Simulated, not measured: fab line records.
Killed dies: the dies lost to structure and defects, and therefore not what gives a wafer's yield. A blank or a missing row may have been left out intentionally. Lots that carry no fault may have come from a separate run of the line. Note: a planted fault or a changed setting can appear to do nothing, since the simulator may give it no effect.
fab line records	flow sky130
record lots=5	wafers=15	lastDay=50
route steps=708 shown VT_ADJUST_HVTP@94 VT_ADJUST_LVTN@97 PAD_OPEN@708
lots with no fault: from the same line, run without faults
startH: hours from the record's first day to the start of the lot's first wafer shown	waitH: hours elapsed since this lot's preceding step	" same as the row above	L1.1+2: a row that stands for several wafers	- no value, or no start was given	* or withheld: withheld	< > ~ a bound
route shown NAME@n: NAME is a module with steps in the file, n the number in the route of the first one	usual: the fault-free wafers' mean and standard deviation	same: alike in all rows	chamber/n: place in a boat	sites: each site's reading	_std_site: their standard deviation	_edge_site: the outer-site mean with the inner-site mean subtracted	radiusMm: for every site, how far away it sits from the centre of the wafer	mask NAME#n: copy n	behind: the last tool/chamber to shape the wafer	hold: cause of the lot's hold/its duration in hours/its outcome	device: which transistor (n, p or np) failed to switch	end of line: the same wafers' tests at the end of the route	where a step has no rows: the recipe by itself	killed: count of dies lost to structure and defects at first sort (not the wafer's yield)	map: the dies of a wafer, with x for killed, . for not killed, _ for no die there
set.NAME: the setting as run; set.NAME@STEP: as run at that earlier step	model.NAME: the simulator's own value behind a step, which no gauge read
certain route steps with their lots: each step a table, each wafer a row
services: from which hour (startH, from the record's first day; less than 0 if before it) a tool's chamber was out of use, for how many hours, and why
## steps
# step SKY_VT_ADJUST_HVTP_IMPLANT_09
# recipe species=As	energyKev=150	doseCm2=4.3e+12	tiltDeg=withheld
# step SKY_VT_ADJUST_HVTP_STRIP_10
# recipe chemistry=O2/N2	powerW=1400	pressureMtorr=1500	platenTempC=withheld	o2FlowSccm=3000	n2FlowSccm=300	overashFraction=0.5
# usual drypumpMotorCurrentA=6.11/0.27	o2FlowSccm=3001/8.8	oesProductAu=0.715/0.0046	stripTimeToEndpointS=14.19/0.033
lot.wafer	tool	chamber	startH	waitH	drypumpMotorCurrentA	o2FlowSccm	oesProductAu	rfHoursCounterH	stripTimeToEndpointS
L311.1	plasmaAsher-03	1	124.36	0.1	6.35	3009	0.713	45	14.20
L311.2	"	0	"	"	5.65	2993	0.720	45	14.19
L311.6	"	0	"	"	5.66	3012	0.714	-	14.20
L319.1	plasmaAsher-03	1	172.66	0.1	6.32	2986	0.717	50	14.15
L319.3	"	0	"	"	5.67	3011	0.710	-	14.17
L319.5	"	1	"	"	6.32	3003	0.717	-	14.18
L321.1	plasmaAsher-02	1	184.76	0.1	6.17	2989	0.718	34	14.18
L321.5	"	0	"	"	5.84	2993	0.710	-	14.17
L321.6	"	1	"	"	6.18	2996	0.721	-	14.20
L322.3	plasmaAsher-03	0	233.39	0.1	5.67	3019	0.716	-	14.14
L322.4	"	1	"	"	6.36	3003	0.717	-	14.12
L322.6	"	0	"	"	5.66	3000	0.716	-	14.14
L331.3	plasmaAsher-01	1	253.63	0.1	6.35	3001	0.713	-	14.20
L331.4	"	0	"	"	6.28	2994	0.709	-	14.19
L331.6	"	1	"	"	6.38	3009	0.715	-	14.20
# step SKY_VT_ADJUST_HVTP_TW_MEAS_11
# usual VT_ADJUST_HVTP_TW=1362/22
lot.wafer	tool	chamber	startH	waitH	VT_ADJUST_HVTP_TW
L311.1	filmMetro-03	-	124.46	0.1	1343
L311.2	"	-	"	"	1330
L311.6	"	-	"	"	1335
L319.1	filmMetro-04	-	172.76	0.1	1388
L319.3	"	-	"	"	1387
L319.5	"	-	"	"	1390
L321.1	filmMetro-04	-	184.86	0.1	1395
L321.5	"	-	"	"	1393
L321.6	"	-	"	"	1392
L322.3	filmMetro-04	-	233.48	0.1	1382
L322.4	"	-	"	"	1383
L322.6	"	-	"	"	1387
L331.3	filmMetro-03	-	253.72	0.1	1350
L331.4	"	-	"	"	1344
L331.6	"	-	"	"	1347
# step SKY_VT_ADJUST_LVTN_DEHYDRATE_00
# recipe tempC=200	timeS=60
# step SKY_VT_ADJUST_LVTN_HMDS_01
# recipe primeTimeS=60	primeTempC=120
# step SKY_VT_ADJUST_LVTN_COAT_02
# recipe spinRpm=2000	resistThkNm=3000
# step SKY_VT_ADJUST_LVTN_SOFTBAKE_03
# recipe tempC=110	timeS=withheld
# step SKY_VT_ADJUST_LVTN_EXPOSE_04
# recipe maskId=NWM_COMPLEMENT_LESS_NATIVE	na=0.6	sourceShape=conventional	sigmaOuter=0.6	polarization=unpolarized	targetCdNm=840	doseMj=194
# step SKY_VT_ADJUST_LVTN_PEB_05
# recipe tempC=115	timeS=withheld
# step SKY_VT_ADJUST_LVTN_DEVELOP_06
# recipe wallAngleDeg=90	developer=TMAH	developTimeS=60	devTempC=23
# step SKY_VT_ADJUST_LVTN_OVL_MEAS_07
# usual VT_ADJUST_LVTN_OVL=1.3/1.4
lot.wafer	tool	chamber	startH	waitH	VT_ADJUST_LVTN_OVL[nm]
L311.1	overlay-02	-	142.55	-	-0.2
L311.2	"	-	"	"	0.9
L311.6	"	-	"	"	0.9
L319.1	overlay-01	-	194.35	-	1.2
L319.3	"	-	"	"	1.9
L319.5	"	-	"	"	3.9
L321.1	overlay-02	-	205.89	-	2.3
L321.5	"	-	"	"	4.3
L321.6	"	-	"	"	1.3
L322.3	overlay-01	-	255.91	-	1.6
L322.4	"	-	"	"	1.7
L322.6	"	-	"	"	-0.3
L331.3	overlay-02	-	278.11	-	1.5
L331.4	"	-	"	"	1.7
L331.6	"	-	"	"	1.6
# step SKY_VT_ADJUST_LVTN_IMPLANT_08
# recipe species=B	energyKev=30	doseCm2=1.57e+12	tiltDeg=withheld
# step SKY_VT_ADJUST_LVTN_STRIP_09
# recipe chemistry=O2/N2	powerW=1400	pressureMtorr=1500	platenTempC=withheld	o2FlowSccm=3000	n2FlowSccm=300	overashFraction=0.5
# usual drypumpMotorCurrentA=6.2/0.35	o2FlowSccm=3001/8.2	oesProductAu=0.722/0.0047	stripTimeToEndpointS=36.99/0.12
lot.wafer	tool	chamber	startH	waitH	drypumpMotorCurrentA	o2FlowSccm	oesProductAu	rfHoursCounterH	stripTimeToEndpointS	model.coat_of_VT_ADJUST_LVTN_COAT_02.thkNm
L311.1	plasmaAsher-01	1	142.74	0.1	6.4	3000	0.728	2	37.17	0
L311.2	"	0	"	"	6.3	3013	0.722	2	37.05	0
L311.6	"	1	"	"	6.4	3012	0.710	-	37.06	0
L319.1	plasmaAsher-01	1	194.54	0.1	6.4	3007	0.722	7	37.08	0
L319.3	"	1	"	"	6.4	3008	0.718	-	37.15	0
L319.5	"	0	"	"	6.3	3017	0.717	-	37.13	0
L321.1	plasmaAsher-01	0	206.07	0.1	6.3	2998	0.948	9	-	1362
L321.5	"	1	"	"	6.4	2998	0.939	-	-	1363
L321.6	"	0	"	"	6.3	3003	0.935	-	-	1359
L322.3	plasmaAsher-01	0	256.12	0.1	6.3	2985	0.725	-	37.02	0
L322.4	"	1	"	"	6.4	2994	0.722	-	37.08	0
L322.6	"	1	"	"	6.4	2988	0.717	-	36.94	0
L331.3	plasmaAsher-01	1	278.32	0.1	6.4	2998	0.722	-	36.99	0
L331.4	"	0	"	"	6.3	3006	0.720	-	37.02	0
L331.6	"	0	"	"	6.3	3004	0.713	-	37.02	0
# step SKY_VT_ADJUST_LVTN_TW_MEAS_10
# usual VT_ADJUST_LVTN_TW=240.8/1.6
lot.wafer	tool	chamber	startH	waitH	VT_ADJUST_LVTN_TW
L311.1	filmMetro-02	-	142.84	0.1	241.3
L311.2	"	-	"	"	241.8
L311.6	"	-	"	"	240.5
L319.1	filmMetro-01	-	194.64	0.1	241.4
L319.3	"	-	"	"	240.9
L319.5	"	-	"	"	240.7
L321.1	filmMetro-03	-	206.17	0.1	239.2
L321.5	"	-	"	"	240.3
L321.6	"	-	"	"	239.7
L322.3	filmMetro-03	-	256.21	0.1	238.2
L322.4	"	-	"	"	238.4
L322.6	"	-	"	"	238.5
L331.3	filmMetro-01	-	278.41	0.1	241.6
L331.4	"	-	"	"	239.8
L331.6	"	-	"	"	243.3
# step SKY_VT_ADJUST_LVTN_DEHYDRATE_11
# recipe tempC=200	timeS=60
# step SKY_VT_ADJUST_LVTN_HMDS_12
# recipe primeTimeS=60	primeTempC=120
# step SKY_VT_ADJUST_LVTN_COAT_13
# recipe resist=NOVOLAK	spinRpm=3000	resistThkNm=1140
# step SKY_VT_ADJUST_LVTN_SOFTBAKE_14
# recipe tempC=90	timeS=60	resist=NOVOLAK
# step SKY_VT_ADJUST_LVTN_EXPOSE_15
# recipe maskId=HVN_STD_DERIVED	na=0.6	sourceShape=conventional	sigmaOuter=0.6	polarization=unpolarized	targetCdNm=600	doseMj=163
# step SKY_VT_ADJUST_LVTN_PEB_16
# recipe tempC=withheld	timeS=*	resist=NOVOLAK
# step SKY_VT_ADJUST_LVTN_DEVELOP_17
# recipe resist=NOVOLAK	developer=TMAH	developTimeS=60	devTempC=23
# step SKY_VT_ADJUST_LVTN_OVL_MEAS_18
# usual VT_ADJUST_LVTN_01_OVL=0.4/1.6
lot.wafer	tool	chamber	startH	waitH	VT_ADJUST_LVTN_01_OVL[nm]
L311.1	overlay-01	-	162.14	0.1	1.9
L311.2	"	-	"	"	-0.9
L311.6	"	-	"	"	-2.7
L319.1	overlay-02	-	216.76	0.1	2.5
L319.3	"	-	"	"	0.0
L319.5	"	-	"	"	3.0
L321.1	overlay-02	-	228.69	0.1	1.9
L321.5	"	-	"	"	1.8
L321.6	"	-	"	"	0.3
L322.3	overlay-01	-	279.91	0.1	3.4
L322.4	"	-	"	"	0.7
L322.6	"	-	"	"	1.4
L331.3	overlay-01	-	303.50	0.1	1.5
L331.4	"	-	"	"	-0.6
L331.6	"	-	"	"	-1.0
# step SKY_VT_ADJUST_LVTN_IMPLANT_19
# recipe species=B	energyKev=30	doseCm2=6.5e+11	tiltDeg=withheld
# step SKY_VT_ADJUST_LVTN_STRIP_20
# recipe chemistry=O2/N2	powerW=1400	pressureMtorr=1500	platenTempC=withheld	o2FlowSccm=3000	n2FlowSccm=300	overashFraction=0.5
# usual drypumpMotorCurrentA=6.1/0.52	o2FlowSccm=3001/8.8	oesProductAu=0.715/0.0043	stripTimeToEndpointS=14.20/0.034
lot.wafer	tool	chamber	startH	waitH	drypumpMotorCurrentA	o2FlowSccm	oesProductAu	rfHoursCounterH	stripTimeToEndpointS
L311.1	plasmaAsher-04	0	162.32	0.1	5.2	2994	0.716	49	14.24
L311.2	"	1	"	"	6.7	3016	0.715	49	14.21
L311.6	"	1	"	"	6.7	3019	0.713	-	14.22
L319.1	plasmaAsher-01	1	216.94	0.1	6.4	2996	0.714	9	14.21
L319.3	"	1	"	"	6.4	3006	0.716	-	14.21
L319.5	"	0	"	"	6.3	3008	0.717	-	14.24
L321.1	plasmaAsher-03	1	228.87	0.1	6.3	2986	0.721	56	34.59
L321.5	"	0	"	"	5.7	3009	0.728	-	34.63
L321.6	"	1	"	"	6.3	2992	0.717	-	34.55
L322.3	plasmaAsher-03	0	280.12	0.1	5.6	3007	0.714	-	14.20
L322.4	"	1	"	"	6.3	2996	0.710	-	14.22
L322.6	"	1	"	"	6.4	2997	0.717	-	14.18
L331.3	plasmaAsher-01	1	303.70	0.1	6.4	2999	0.714	-	14.29
L331.4	"	0	"	"	6.3	3000	0.711	-	14.23
L331.6	"	0	"	"	6.3	3006	0.711	-	14.26
# step SKY_VT_ADJUST_LVTN_TW_MEAS_21
# usual VT_ADJUST_LVTN_2_TW=187.5/1.3
lot.wafer	tool	chamber	startH	waitH	hold	VT_ADJUST_LVTN_2_TW
L311.1	filmMetro-01	-	162.42	0.1	-	187.2
L311.2	"	-	"	"	-	187.4
L311.6	"	-	"	"	-	188.4
L319.1	filmMetro-01	-	217.04	0.1	-	190.1
L319.3	"	-	"	"	-	188.8
L319.5	"	-	"	"	-	189.0
L321.1	filmMetro-01	-	228.97	0.1	awaitDispo/0.2h/release	30.2
L321.5	"	-	"	"	awaitDispo/0.2h/release	30.1
L321.6	"	-	"	"	awaitDispo/0.2h/release	30.1
L321.1	filmMetro-01	-	229.20	0.2	-	30.2
L321.5	"	-	"	"	-	30.2
L321.6	"	-	"	"	-	30.3
L322.3	filmMetro-02	-	280.21	0.1	-	187.8
L322.4	"	-	"	"	-	187.6
L322.6	"	-	"	"	-	187.4
L331.3	filmMetro-02	-	303.79	0.1	-	188.2
L331.4	"	-	"	"	-	187.2
L331.6	"	-	"	"	-	187.0
# step SKY_PAD_OPEN_PROBE_99
# usual defectLimitedYield=82.6/2	killed_at_M0_to_M3=43/7.3	killed_at_M4_up=3.4/1.7	killedAtContacts=24/4.5	killedAtFrontEnd=16/4.4	killedAtOther=0.2/0.51	killedDies=86/9.7	killedOpen=46/6.6	killedShort=39/7.1	sort_bin_3_pad_short=0.9/0.45	sort_bin_5_function=10.4/1.4	sort_bin_6_memory=6.2/1.2	sortNPass=406/9.7	sortYieldPct=82.6/2
# same grossDies=492	killedAtBackSide=0	sort_bin_4_leakage[%]=0	sort_bin_8_speed[%]=0
lot.wafer	tool	chamber	startH	waitH	defectLimitedYield[%]	killed_at_M0_to_M3	killed_at_M4_up	killedAtContacts	killedAtFrontEnd	killedAtOther	killedDies	killedOpen	killedShort	sort_bin_3_pad_short[%]	sort_bin_5_function[%]	sort_bin_6_memory[%]	sortNPass	sortYieldPct[%]
L331.3	prober-01	-	1191.30	0.3	83.9	33	5	26	15	0	79	44	35	0.8	10.4	4.9	413	83.9
L331.4	prober-01	-	1191.35	0.3	84.8	32	1	22	20	0	75	39	36	0.6	9.3	5.3	417	84.8
L331.6	prober-01	-	1191.45	0.3	81.9	48	2	29	10	0	89	52	37	1.0	10.4	6.7	403	81.9
# killed by level:class
L331.3 CONTACT:geometricParticle:open=13 VIA1:geometricParticle:open=11 CONTACT:geometricParticle:short=7 LI_CONTACT:geometricParticle:open=6 FIELD_ISO:geometricParticle:short=4 METAL2:geometricParticle:short=4 VIA2:geometricParticle:open=4 FIELD_ISO:geometricParticle:open=3
L331.4 CONTACT:geometricParticle:open=10 FIELD_ISO:geometricParticle:open=5 POLY_GATE:geometricParticle:open=5 LOCAL_INTERCONNECT:geometricParticle:short=5 METAL2:geometricParticle:short=5 METAL1:geometricParticle:short=4 VIA1:geometricParticle:short=4 VIA1:geometricParticle:open=4
L331.6 VIA1:geometricParticle:open=13 CONTACT:geometricParticle:open=12 VIA2:geometricParticle:open=10 LI_CONTACT:geometricParticle:open=7 FIELD_ISO:geometricParticle:short=6 VIA1:geometricParticle:short=6 CONTACT:geometricParticle:short=5 METAL1:geometricParticle:short=5
## services
tool	chamber	startH	hours	kind
plasmaAsher-01	-	105.80	2.4	repair
plasmaAsher-01	-	108.75	9.0	pm
plasmaAsher-01	0	108.75	9.0	ventCycle
plasmaAsher-01	1	108.75	9.0	ventCycle
plasmaAsher-02	-	116.00	1.9	repair
plasmaAsher-01	0	117.75	-	clean
plasmaAsher-01	1	117.75	-	clean
plasmaAsher-01	-	129.77	3.5	repair
plasmaAsher-02	-	164.29	3.3	repair
plasmaAsher-04	-	196.80	0.9	repair
plasmaAsher-04	-	242.77	28.1	pm
plasmaAsher-04	-	270.87	15.6	pm
plasmaAsher-02	-	271.41	2.8	pm
plasmaAsher-03	-	274.26	3.3	repair
## key
firstSign step=SKY_VT_ADJUST_LVTN_STRIP_09	reading=oesProductAu	direction=up	sigmas=46	usual=0.722	struck=0.940
effect step=SKY_VT_ADJUST_LVTN_STRIP_20	reading=stripTimeToEndpointS	direction=up	sigmas=99+	usual=*	struck=*
effect step=SKY_VT_ADJUST_LVTN_TW_MEAS_21	reading=visit	direction=added
effect step=SKY_VT_ADJUST_LVTN_TW_MEAS_21	reading=VT_ADJUST_LVTN_2_TW	direction=down	sigmas=99+	usual=187.5	struck=30.1
modelEffect step=SKY_VT_ADJUST_LVTN_STRIP_09	value=coat_of_VT_ADJUST_LVTN_COAT_02.thkNm	without=0	struck=1361
metAt SKY_VT_ADJUST_LVTN_STRIP_09
struckWafers L321.1,L321.5,L321.6
scrappedBehind SKY_VT_ADJUST_LVTN_TW_MEAS_21 L321.1,L321.5,L321.6
onsetBetween 194.54 206.07
fault kind=stripAborted	tool=plasmaAsher-01	chamber=-	onsetH=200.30	steps=SKY_VT_ADJUST_LVTN_STRIP_09	offset=0.70186	endH=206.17
